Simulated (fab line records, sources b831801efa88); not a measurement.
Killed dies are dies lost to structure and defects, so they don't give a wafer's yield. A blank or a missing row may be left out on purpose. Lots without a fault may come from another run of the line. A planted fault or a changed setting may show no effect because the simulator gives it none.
One fault seen from 2 desks | flow sfq_line | each desk has only its own numbers; what lay behind them comes last

THE METROLOGY DESK
What the gauges read, lot by lot, whatever tool the lot ran on: means of the sampled wafers that have a number. A lot is out of limits, marked OUT, if its mean lies more than 4 standard deviations from the usual mean; the brackets give that distance.
Columns: A = I3_OVL at SFQ_I3_OVL_MEAS_923, usual -2 nm
lot  | first seen here | A
L771 | day 30 23:17    | -6
L772 | day 31 10:11    | -1
L775 | day 40 02:29    | -4
L776 | day 40 05:39    | 0
L781 | day 47 16:18    | -2
L786 | day 49 06:40    | 9
L787 | day 50 01:03    | -3
L788 | day 50 06:36    | -4
L789 | day 51 05:49    | 1
L790 | day 51 08:13    | 7
L791 | day 51 09:25    | -7
L792 | day 51 15:09    | -4
L793 | day 51 21:09    | -5
L794 | day 52 00:52    | -7
This desk's finding: nothing out of limits on any of the 14 lots.

THE TOOL OWNER'S DESK: cmp-02
The tool's own readings at SFQ_TRILAYER_I3_CMP_CMP_082 (polishes SiO2): means of the sampled wafers that have a number, for each lot that ran on this tool. A lot is out of limits, marked OUT, if its mean lies more than 4 standard deviations from the usual mean; the brackets give that distance.
Columns: A = motor_current_A at SFQ_TRILAYER_I3_CMP_CMP_082, usual 10.1 A; B = platen_rpm at SFQ_TRILAYER_I3_CMP_CMP_082, usual 60.00 rpm; C = time_to_endpoint_s at SFQ_TRILAYER_I3_CMP_CMP_082, usual 216 s
lot  | first seen here | A    | B     | C
L775 | day 39 17:34    | 10.3 | 59.99 | 214
L776 | day 39 23:34    | 10.9 | 59.99 | 217
L787 | day 49 18:58    | 11.0 | 60.08 | 211
L789 | day 50 08:26    | 10.1 | 60.01 | 215
L790 | day 50 13:56    | 10.7 | 60.01 | 220
L791 | day 50 22:16    | 10.5 | 59.99 | 218
L792 | day 51 08:34    | 10.8 | 59.97 | 207
L793 | day 51 15:04    | 10.4 | 59.99 | 207
L794 | day 51 18:04    | 11.1 | 59.99 | 209
This desk's finding: nothing out of limits on any of the 9 lots.

PUT TOGETHER
The metrology desk saw nothing out of limits.
The tool owner's desk saw nothing out of limits.

WHAT THE SIMULATOR HAD PUT IN
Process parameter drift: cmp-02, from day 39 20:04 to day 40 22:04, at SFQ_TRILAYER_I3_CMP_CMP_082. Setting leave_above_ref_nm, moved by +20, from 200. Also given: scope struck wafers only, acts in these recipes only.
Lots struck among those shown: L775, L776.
